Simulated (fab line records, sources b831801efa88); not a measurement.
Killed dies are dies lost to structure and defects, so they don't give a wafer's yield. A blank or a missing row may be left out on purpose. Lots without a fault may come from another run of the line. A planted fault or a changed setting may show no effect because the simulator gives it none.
fab line records | flow sky130
record lots=5 wafers=15 last_day=47
route steps=708 shown LDD_N@243 LDD_P@255
lots that met no fault: from a run of the same line without faults
start_h: hours from the record's first day to the start of the lot's first wafer shown | wait_h: hours since the lot's step before | " the same as in the row above | L1.1+2: a row that stands for several wafers | - no value, or no start given | * or withheld: withheld | < > ~ a bound
route shown NAME@n: a module of which the file shows steps, and the number in the route of the first | usual: mean/standard deviation of fault-free wafers | same: alike in all rows | chamber/n: place in a boat | sites: the reading at each site | _std_site: their standard deviation | _edge_site: outer sites' mean less inner sites' | radius_mm: how far each site lies from the wafer's centre | mask NAME#n: copy n | behind: the tool/chamber that last shaped the wafer | hold: why the lot was held/for how many hours/how that ended | device: the transistor (n, p or np) that didn't switch | end of line: the same wafers' tests at the end of the route | a step without rows: its recipe alone | killed: dies lost to structure and defects at the first sort, not the wafer's yield | map: a wafer's dies, x killed, . not, _ none there
set.NAME: the setting as run; set.NAME@STEP: as run at that earlier step | model.NAME: the simulator's own value behind a step, which no gauge read
lots at some steps of the route; a table a step, a row a wafer
services: from which hour (start_h, from the record's first day; less than 0 if before it) a tool's chamber was out of use, for how many hours, and why
## steps
# step SKY_LDD_N_DEVELOP_06
# recipe develop_time_s=60 dev_temp_c=23
# same develop_time_s=60
# columns lot.wafer tool chamber start_h wait_h
L077.4+5+6 litho_track-01 0 423.90 0.1
L080.1+5+6 litho_track-04 0 450.92 0.1
L082.3+4+6 litho_track-04 0 466.02 0.1
L083.3+5+6 litho_track-04 0 472.87 0.1
L085.2+3+6 litho_track-03 0 497.36 0.1
# step SKY_LDD_N_OVL_MEAS_07
# usual LDD_N_OVL=-0.5/1.7
# columns lot.wafer tool chamber start_h wait_h LDD_N_OVL[nm]
L077.4 overlay-01 - 424.00 0.1 -0.8
L077.5 " - " " -0.8
L077.6 " - " " -1.4
L080.1 overlay-01 - 451.07 0.1 0.0
L080.5 " - " " 0.1
L080.6 " - " " -1.2
L082.3 overlay-02 - 466.13 0.1 -4.1
L082.4 " - " " -1.0
L082.6 " - " " -1.1
L083.3 overlay-02 - 472.98 0.1 -2.0
L083.5 " - " " -1.9
L083.6 " - " " -2.1
L085.2 overlay-02 - 497.49 0.1 -0.1
L085.3 " - " " -1.4
L085.6 " - " " 0.0
# step SKY_LDD_N_IMPLANT_08
# recipe species=As energy_kev=20 dose_cm2=7.5e+13 tilt_deg=withheld rotation_deg=23
# usual beam_on_s=10.01/0.21 end_station_pressure_torr=5.37e-06/2.7e-07 rotation_deg=23.002/0.02
# columns lot.wafer tool chamber start_h wait_h beam_on_s end_station_pressure_torr rotation_deg
L077.4 implanter-01 0 424.09 0.1 9.82 5.56e-06 23.002
L077.5 " 0 " " 9.84 4.64e-06 22.982
L077.6 " 0 " " 10.48 5.21e-06 22.995
L080.1 implanter-01 0 451.10 0.0 9.92 4.72e-06 23.000
L080.5 " 0 " " 9.87 5.18e-06 22.974
L080.6 " 0 " " 9.89 5.72e-06 22.935
L082.3 implanter-03 0 466.20 0.1 9.80 5.44e-06 23.028
L082.4 " 0 " " 10.08 5.55e-06 22.961
L082.6 " 0 " " 9.90 5.46e-06 23.007
L083.3 implanter-01 0 473.05 0.1 9.89 5.33e-06 22.976
L083.5 " 0 " " 10.26 5.76e-06 22.964
L083.6 " 0 " " 9.71 5.29e-06 23.010
L085.2 implanter-02 0 497.54 0.0 9.89 5.41e-06 23.009
L085.3 " 0 " " 10.06 5.34e-06 22.973
L085.6 " 0 " " 10.32 5.29e-06 23.003
# step SKY_LDD_N_IMPLANT_09
# recipe species=As energy_kev=20 dose_cm2=7.5e+13 tilt_deg=withheld rotation_deg=113
# usual beam_on_s=9.98/0.21 end_station_pressure_torr=5.29e-06/2.7e-07 rotation_deg=113.00/0.025
# columns lot.wafer tool chamber start_h wait_h beam_on_s end_station_pressure_torr rotation_deg
L077.4 implanter-01 0 424.24 0.1 9.93 5.38e-06 113.02
L077.5 " 0 " " 10.00 5.39e-06 112.98
L077.6 " 0 " " 10.07 5.17e-06 112.99
L080.1 implanter-01 0 451.25 0.1 9.82 4.97e-06 113.03
L080.5 " 0 " " 10.06 5.16e-06 113.00
L080.6 " 0 " " 9.65 5.17e-06 113.01
L082.3 implanter-03 0 466.35 0.1 10.08 5.33e-06 113.03
L082.4 " 0 " " 9.94 5.53e-06 113.03
L082.6 " 0 " " 9.99 5.66e-06 113.00
L083.3 implanter-01 0 473.20 0.1 9.80 5.16e-06 112.98
L083.5 " 0 " " 10.25 5.57e-06 113.00
L083.6 " 0 " " 9.75 5.47e-06 113.00
L085.2 implanter-02 0 497.69 0.1 10.36 5.69e-06 112.98
L085.3 " 0 " " 10.30 5.46e-06 112.99
L085.6 " 0 " " 9.85 5.12e-06 112.97
# step SKY_LDD_N_IMPLANT_10
# recipe species=As energy_kev=20 dose_cm2=7.5e+13 tilt_deg=withheld rotation_deg=203
# usual beam_on_s=10.03/0.2 end_station_pressure_torr=5.36e-06/2.8e-07 rotation_deg=203.00/0.036
# columns lot.wafer tool chamber start_h wait_h beam_on_s end_station_pressure_torr rotation_deg
L077.4 implanter-01 0 424.39 0.1 9.76 5.2e-06 202.95
L077.5 " 0 " " 9.97 5.24e-06 203.00
L077.6 " 0 " " 10.05 5.09e-06 202.97
L080.1 implanter-01 0 451.40 0.1 9.87 4.93e-06 203.03
L080.5 " 0 " " 10.04 4.76e-06 202.96
L080.6 " 0 " " 10.04 5.18e-06 203.05
L082.3 implanter-03 0 466.50 0.1 9.62 5.65e-06 202.96
L082.4 " 0 " " 10.12 4.85e-06 202.95
L082.6 " 0 " " 9.92 5.81e-06 202.98
L083.3 implanter-01 0 473.35 0.1 10.21 5.16e-06 203.00
L083.5 " 0 " " 10.11 5.49e-06 202.94
L083.6 " 0 " " 9.94 4.91e-06 203.02
L085.2 implanter-02 0 497.84 0.1 9.89 5.34e-06 202.97
L085.3 " 0 " " 10.21 5.09e-06 202.99
L085.6 " 0 " " 10.17 5.03e-06 203.00
# step SKY_LDD_N_IMPLANT_11
# recipe species=As energy_kev=20 dose_cm2=7.5e+13 tilt_deg=withheld rotation_deg=293
# usual beam_on_s=10.02/0.21 end_station_pressure_torr=5.33e-06/3e-07 rotation_deg=293.00/0.049
# columns lot.wafer tool chamber start_h wait_h beam_on_s end_station_pressure_torr rotation_deg
L077.4 implanter-01 0 424.54 0.1 9.83 5.05e-06 292.98
L077.5 " 0 " " 9.76 6.17e-06 293.05
L077.6 " 0 " " 9.88 5.36e-06 293.01
L080.1 implanter-01 0 451.55 0.1 10.05 5.2e-06 293.03
L080.5 " 0 " " 9.87 5.55e-06 292.89
L080.6 " 0 " " 9.67 5.28e-06 292.93
L082.3 implanter-03 0 466.65 0.1 10.11 5.34e-06 292.96
L082.4 " 0 " " 10.13 5.92e-06 293.00
L082.6 " 0 " " 9.83 5.05e-06 293.05
L083.3 implanter-01 0 473.50 0.1 10.19 5.13e-06 293.10
L083.5 " 0 " " 9.77 5.55e-06 293.08
L083.6 " 0 " " 9.89 5.41e-06 293.01
L085.2 implanter-02 0 497.99 0.1 9.77 5.38e-06 292.98
L085.3 " 0 " " 10.11 5.35e-06 293.05
L085.6 " 0 " " 9.81 5.73e-06 293.03
# step SKY_LDD_N_IMPLANT_12
# recipe species=BF2 energy_kev=50 dose_cm2=5e+12 tilt_deg=30 rotation_deg=0
# usual beam_on_s=10.04/0.19 end_station_pressure_torr=5.02e-06/2.6e-07 rotation_deg=-0.005/0.019
# columns lot.wafer tool chamber start_h wait_h beam_on_s end_station_pressure_torr rotation_deg
L077.4 implanter-01 0 424.69 0.1 9.61 5.27e-06 -0.002
L077.5 " 0 " " 9.85 4.91e-06 0.017
L077.6 " 0 " " 10.25 4.92e-06 0.033
L080.1 implanter-01 0 451.70 0.1 9.97 5.05e-06 0.003
L080.5 " 0 " " 9.66 4.52e-06 0.013
L080.6 " 0 " " 10.02 5.12e-06 0.011
L082.3 implanter-03 0 466.80 0.1 9.99 4.83e-06 0.018
L082.4 " 0 " " 10.17 4.85e-06 0.015
L082.6 " 0 " " 10.01 4.95e-06 0.007
L083.3 implanter-01 0 473.65 0.1 10.32 4.25e-06 0.020
L083.5 " 0 " " 9.91 5.13e-06 0.020
L083.6 " 0 " " 10.19 4.88e-06 0.027
L085.2 implanter-02 0 498.14 0.1 10.05 4.51e-06 -0.030
L085.3 " 0 " " 9.97 5.05e-06 -0.038
L085.6 " 0 " " 10.17 5.04e-06 0.002
# step SKY_LDD_N_IMPLANT_13
# recipe species=BF2 energy_kev=50 dose_cm2=5e+12 tilt_deg=30 rotation_deg=90
# usual beam_on_s=9.98/0.19 end_station_pressure_torr=5.01e-06/2.6e-07 rotation_deg=90.001/0.025
# columns lot.wafer tool chamber start_h wait_h beam_on_s end_station_pressure_torr rotation_deg
L077.4 implanter-01 0 424.84 0.1 10.26 4.76e-06 90.031
L077.5 " 0 " " 10.00 4.84e-06 90.006
L077.6 " 0 " " 9.75 4.75e-06 90.026
L080.1 implanter-01 0 451.85 0.1 9.91 5.36e-06 90.022
L080.5 " 0 " " 10.04 4.64e-06 89.968
L080.6 " 0 " " 9.95 4.77e-06 89.969
L082.3 implanter-03 0 466.95 0.1 10.02 5e-06 90.047
L082.4 " 0 " " 9.74 5.54e-06 90.002
L082.6 " 0 " " 10.25 4.88e-06 90.025
L083.3 implanter-01 0 473.80 0.1 10.20 5.12e-06 90.009
L083.5 " 0 " " 10.26 5.47e-06 89.984
L083.6 " 0 " " 10.11 4.88e-06 89.990
L085.2 implanter-02 0 498.29 0.1 10.00 5.35e-06 89.999
L085.3 " 0 " " 9.97 5.24e-06 89.976
L085.6 " 0 " " 10.03 4.87e-06 90.010
# step SKY_LDD_N_IMPLANT_14
# recipe species=BF2 energy_kev=50 dose_cm2=5e+12 tilt_deg=30 rotation_deg=180
# usual beam_on_s=9.99/0.21 end_station_pressure_torr=5.02e-06/2.9e-07 rotation_deg=180.00/0.039
# columns lot.wafer tool chamber start_h wait_h beam_on_s end_station_pressure_torr rotation_deg
L077.4 implanter-01 0 424.99 0.1 10.09 5.5e-06 180.03
L077.5 " 0 " " 10.15 5.33e-06 180.06
L077.6 " 0 " " 9.95 5.68e-06 179.99
L080.1 implanter-01 0 452.00 0.1 10.11 5.21e-06 180.04
L080.5 " 0 " " 9.65 5.32e-06 179.97
L080.6 " 0 " " 10.16 5.36e-06 180.06
L082.3 implanter-03 0 467.10 0.1 9.55 5.25e-06 179.99
L082.4 " 0 " " 10.12 5.29e-06 180.04
L082.6 " 0 " " 9.83 4.67e-06 180.00
L083.3 implanter-01 0 473.95 0.1 10.34 5.26e-06 179.99
L083.5 " 0 " " 9.91 5.21e-06 179.99
L083.6 " 0 " " 9.95 5.14e-06 179.99
L085.2 implanter-02 0 498.44 0.1 10.07 5.37e-06 179.93
L085.3 " 0 " " 9.98 5.16e-06 179.94
L085.6 " 0 " " 10.01 4.84e-06 180.04
# step SKY_LDD_N_IMPLANT_15
# recipe species=BF2 energy_kev=50 dose_cm2=5e+12 tilt_deg=30 rotation_deg=270
# usual beam_on_s=9.96/0.21 end_station_pressure_torr=5.05e-06/2.4e-07 rotation_deg=270.00/0.045
# columns lot.wafer tool chamber start_h wait_h beam_on_s end_station_pressure_torr rotation_deg
L077.4 implanter-01 0 425.14 0.1 10.09 4.99e-06 269.95
L077.5 " 0 " " 10.10 4.88e-06 269.99
L077.6 " 0 " " 10.01 4.75e-06 270.05
L080.1 implanter-01 0 452.15 0.1 9.95 4.94e-06 269.97
L080.5 " 0 " " 9.91 4.81e-06 269.99
L080.6 " 0 " " 9.96 4.77e-06 270.07
L082.3 implanter-03 0 467.25 0.1 9.86 5.08e-06 270.02
L082.4 " 0 " " 9.92 5.45e-06 269.95
L082.6 " 0 " " 10.44 4.66e-06 270.06
L083.3 implanter-01 0 474.10 0.1 10.22 5.24e-06 269.93
L083.5 " 0 " " 9.80 5.12e-06 270.01
L083.6 " 0 " " 10.13 5.16e-06 269.98
L085.2 implanter-02 0 498.59 0.1 10.01 5.09e-06 269.94
L085.3 " 0 " " 9.97 5.37e-06 269.89
L085.6 " 0 " " 9.76 4.9e-06 270.01
# step SKY_LDD_N_STRIP_16
# recipe chemistry=O2/N2 power_w=1400 pressure_mtorr=1500 platen_temp_c=withheld o2_flow_sccm=3000 n2_flow_sccm=300 overash_fraction=0.5
# usual drypump_motor_current_A=5.5/0.34 oes_product_au=0.406/0.0045 strip_time_to_endpoint_s=4.309/0.015
# columns lot.wafer tool chamber start_h wait_h drypump_motor_current_A oes_product_au rf_hours_counter_h strip_time_to_endpoint_s
L077.4 plasma_asher-04 0 425.25 0.1 5.4 0.405 - 4.302
L077.5 " 0 " " 5.4 0.403 - 4.304
L077.6 " 1 " " 4.9 0.410 - 4.312
L080.1 plasma_asher-04 0 452.30 0.1 5.4 0.410 66 4.289
L080.5 " 1 " " 4.9 0.409 - 4.311
L080.6 " 0 " " 5.4 0.408 - 4.309
L082.3 plasma_asher-03 1 467.38 0.1 5.9 0.410 - 4.323
L082.4 " 0 " " 5.5 0.401 - 4.310
L082.6 " 0 " " 5.5 0.415 - 4.313
L083.3 plasma_asher-01 1 474.23 0.1 5.5 0.401 - 4.290
L083.5 " 0 " " 5.9 0.402 - 4.291
L083.6 " 1 " " 5.4 0.406 - 4.289
L085.2 plasma_asher-03 0 498.72 0.1 5.5 0.400 6 4.308
L085.3 " 1 " " 5.9 0.401 - 4.315
L085.6 " 1 " " 5.9 0.406 - 4.329
# step SKY_LDD_N_TW_MEAS_17
# usual LDD_N_TW=2604/39
# columns lot.wafer tool chamber start_h wait_h LDD_N_TW
L077.4 film_metro-02 - 425.34 0.1 2557
L077.5 " - " " 2558
L077.6 " - " " 2579
L080.1 film_metro-03 - 452.40 0.1 2599
L080.5 " - " " 2590
L080.6 " - " " 2590
L082.3 film_metro-02 - 467.47 0.1 2555
L082.4 " - " " 2552
L082.6 " - " " 2553
L083.3 film_metro-04 - 474.32 0.1 2634
L083.5 " - " " 2642
L083.6 " - " " 2652
L085.2 film_metro-02 - 498.83 0.1 2571
L085.3 " - " " 2561
L085.6 " - " " 2564
# step SKY_LDD_P_DEHYDRATE_00
# recipe temp_c=200 time_s=60
# columns lot.wafer tool chamber start_h wait_h
L077.4+5+6 litho_track-02 0 440.42 15.1
L080.1+5+6 litho_track-04 0 466.47 14.1
L082.3+4+6 litho_track-04 0 482.57 15.1
L083.3+5+6 litho_track-02 0 488.84 14.5
L085.2+3+6 litho_track-01 0 513.70 14.9
# step SKY_LDD_P_HMDS_01
# recipe prime_time_s=60 prime_temp_c=120
# same prime_time_s=60
# columns lot.wafer tool chamber start_h wait_h
L077.4+5+6 litho_track-02 0 440.57 0.1
L080.1+5+6 litho_track-04 0 466.62 0.1
L082.3+4+6 litho_track-04 0 482.72 0.1
L083.3+5+6 litho_track-02 0 488.99 0.1
L085.2+3+6 litho_track-01 0 513.85 0.1
# step SKY_LDD_P_COAT_02
# recipe resist=NOVOLAK spin_rpm=3000 resist_thk_nm=1140
# columns lot.wafer tool chamber start_h wait_h
L077.4+5+6 litho_track-02 0 440.72 0.1
L080.1+5+6 litho_track-04 0 466.77 0.1
L082.3+4+6 litho_track-04 0 482.87 0.1
L083.3+5+6 litho_track-02 0 489.14 0.1
L085.2+3+6 litho_track-01 0 514.00 0.1
# step SKY_LDD_P_SOFTBAKE_03
# recipe temp_c=90 time_s=60 resist=NOVOLAK
# columns lot.wafer tool chamber start_h wait_h
L077.4+5+6 litho_track-02 0 440.87 0.1
L080.1+5+6 litho_track-04 0 466.92 0.1
L082.3+4+6 litho_track-04 0 483.02 0.1
L083.3+5+6 litho_track-02 0 489.29 0.1
L085.2+3+6 litho_track-01 0 514.15 0.1
# step SKY_LDD_P_EXPOSE_04
# recipe mask_id=PSDM na=0.6 source_shape=conventional sigma_outer=0.6 polarization=unpolarized target_cd_nm=380 dose_mj=138
# columns lot.wafer tool chamber start_h wait_h mask
L077.4+5+6 iline_stepper-02 0 - - PSDM#0
L080.1+5+6 iline_stepper-02 0 - - PSDM#0
L082.3+4+6 iline_stepper-01 0 - - PSDM#0
L083.3+5+6 iline_stepper-01 0 - - PSDM#0
L085.2+3+6 iline_stepper-02 0 - - PSDM#0
## services
# columns tool chamber start_h hours kind
iline_stepper-01 - 404.98 1.9 repair
plasma_asher-01 - 415.83 0.4 repair
implanter-02 - 420.97 4.2 pm
plasma_asher-03 - 421.25 9.0 pm
plasma_asher-03 0 421.25 9.0 vent_cycle
plasma_asher-03 1 421.25 9.0 vent_cycle
plasma_asher-03 - 427.01 0.8 repair
plasma_asher-03 0 430.25 - clean
plasma_asher-03 1 430.25 - clean
plasma_asher-01 - 431.53 0.6 repair
implanter-03 - 433.54 4.8 pm
plasma_asher-03 - 453.94 3.0 repair
iline_stepper-01 - 465.29 3.4 repair
implanter-01 - 476.79 1.8 repair
implanter-02 - 481.34 2.6 repair
iline_stepper-02 - 482.16 1.7 pm
iline_stepper-02 - 485.38 5.1 repair
iline_stepper-01 - 490.47 1.7 pm
implanter-01 - 496.41 213.8 pm
iline_stepper-01 - 506.33 15.1 repair
## key
fault none
